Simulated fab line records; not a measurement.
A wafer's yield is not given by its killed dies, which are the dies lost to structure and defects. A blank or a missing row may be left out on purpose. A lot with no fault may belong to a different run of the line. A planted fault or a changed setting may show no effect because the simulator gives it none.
A lot that was struck, set against a sound lot | flow sky130 | 27 out of 708 route steps
Sound: these wafers, L634.1, L634.2, L634.5. The struck wafers were L638.2, L638.3, L638.6. At the end, the cause is stated.
At each step with rows: each side's tool, then ch and its chambers, then its first start. Under that, the readings that differ: sound wafers | struck wafers | difference of the means | sigmas: that difference in standard deviations of wafers without a fault.
alike: a reading whose means differ by less than 2 such deviations, as well as words and numbers matching on both sides. not compared: withheld readings; readings where some wafer has no value; bounds like >300 that might hide an equal value; numbers whose values overlap and for which the record gives no deviation.
Wherever a step has rows on one side only, a row that says differs or no value, or a row with sigmas, the two part there. Numbers that don't overlap but have no deviation are shown without sigmas and don't part them. Lack of a reading on every wafer of one side parts them only where that side has two or more wafers.

first, 10 steps without rows for these wafers: SKY_LOCAL_INTERCONNECT_SOFTBAKE_07 (time 90 s); SKY_LOCAL_INTERCONNECT_EXPOSE_08 (exposes mask LI1M, target cd 170 nm); SKY_LOCAL_INTERCONNECT_PEB_09; SKY_LOCAL_INTERCONNECT_DEVELOP_10 (develop time 60 s); SKY_LOCAL_INTERCONNECT_ETCH_13 (etches BARC in N2/H2, stops on SiO2, time 45.9 s, target depth 60 nm); SKY_LOCAL_INTERCONNECT_METAL_ETCH_14 (etches TiN in Cl2/BCl3, stops on PSG, target depth 110 nm, time 31.4 s); SKY_LOCAL_INTERCONNECT_STRIP_15 (strips in O2/N2); SKY_LOCAL_INTERCONNECT_STRIP_16 (strips in post etch residue remover, time 1200 s); SKY_LOCAL_INTERCONNECT_CLEAN_17 (cleans in IPA, time 180 s); SKY_LOCAL_INTERCONNECT_CLEAN_18 (cleans in O3/DIW).
SKY_CONTACT_CVD_00: deposits Si3N4, target thk 75 nm.
  sound on pecvd-02 ch 0,1,2, day 31 11:14; struck on pecvd-03 ch 0,1, day 33 21:00
  alike: heater power outer w, heater power w
SKY_CONTACT_THK_MEAS_01:
  sound on film metro-01, day 31 11:16; struck on film metro-02, day 33 21:39
  reading                 | sound          | struck            | difference | sigmas
  CONTACT_CVD_00_THK (nm) | 73.6 74.0 77.3 | 152.0 151.8 154.9 | +77.9      | +65
then, 12 steps without rows for these wafers: SKY_CONTACT_HDPCVD_02 (deposits SiO2, target thk 565 nm, time 94.2 s); SKY_CONTACT_CMP_04 (polishes SiO2); SKY_CONTACT_DEHYDRATE_06 (time 60 s); SKY_CONTACT_HMDS_07 (prime time 60 s); SKY_CONTACT_COAT_08 (resist thk 60 nm); SKY_CONTACT_COAT_09 (resist thk 450 nm); SKY_CONTACT_SOFTBAKE_10 (time 90 s); SKY_CONTACT_EXPOSE_11 (exposes mask CTM1, target cd 170 nm); SKY_CONTACT_PEB_12; SKY_CONTACT_DEVELOP_13 (develop time 60 s); SKY_CONTACT_ETCH_16 (etches BARC in N2/H2, stops on SiO2, time 44.62 s, target depth 60 nm); SKY_CONTACT_ETCH_17 (etches SiO2 in C4F8/O2/Ar, stops on Si3N4, target depth 340 nm).
SKY_CONTACT_ETCH_18: etches Si3N4 in CHF3/O2, stops on TiN, time 39 s, target depth 75 nm.
  sound on rie diel-02 ch 0,1; struck on rie diel-04 ch 0,1
  reading                  | sound             | struck            | difference | sigmas
  oes product au (a.u.)    | 0.841 0.856 0.862 | 0.992 1.002 0.989 | +0.141     | +18
  throttle valve pct (%)   | 8.785 8.800 8.800 | 8.813 8.833 8.833 | +0.031     | +3
  model.etch.depth nm (nm) | 73.57 74.06 77.29 | 96.15 97.91 96    | +21.71     |
  alike: chamber pressure mTorr, drypump motor current A
  not compared: rf hours counter h
then, 1 step without rows for these wafers: SKY_CONTACT_STRIP_19 (strips in O2/N2).
-- the record jumps here: 15 days lie between the struck wafers' starts before and after (it left off in module CONTACT and takes up again in module PAD_OPEN, whose first step shown is number 708 of the route) --
SKY_PAD_OPEN_PROBE_99:
  the record has rows for the struck wafers here (prober-01, day 48 09:46) and none for the sound ones

== WHERE THEY PART ==
Earliest at SKY_CONTACT_THK_MEAS_01; latest, in this record, at SKY_PAD_OPEN_PROBE_99.

WHY: whatever the simulator had introduced
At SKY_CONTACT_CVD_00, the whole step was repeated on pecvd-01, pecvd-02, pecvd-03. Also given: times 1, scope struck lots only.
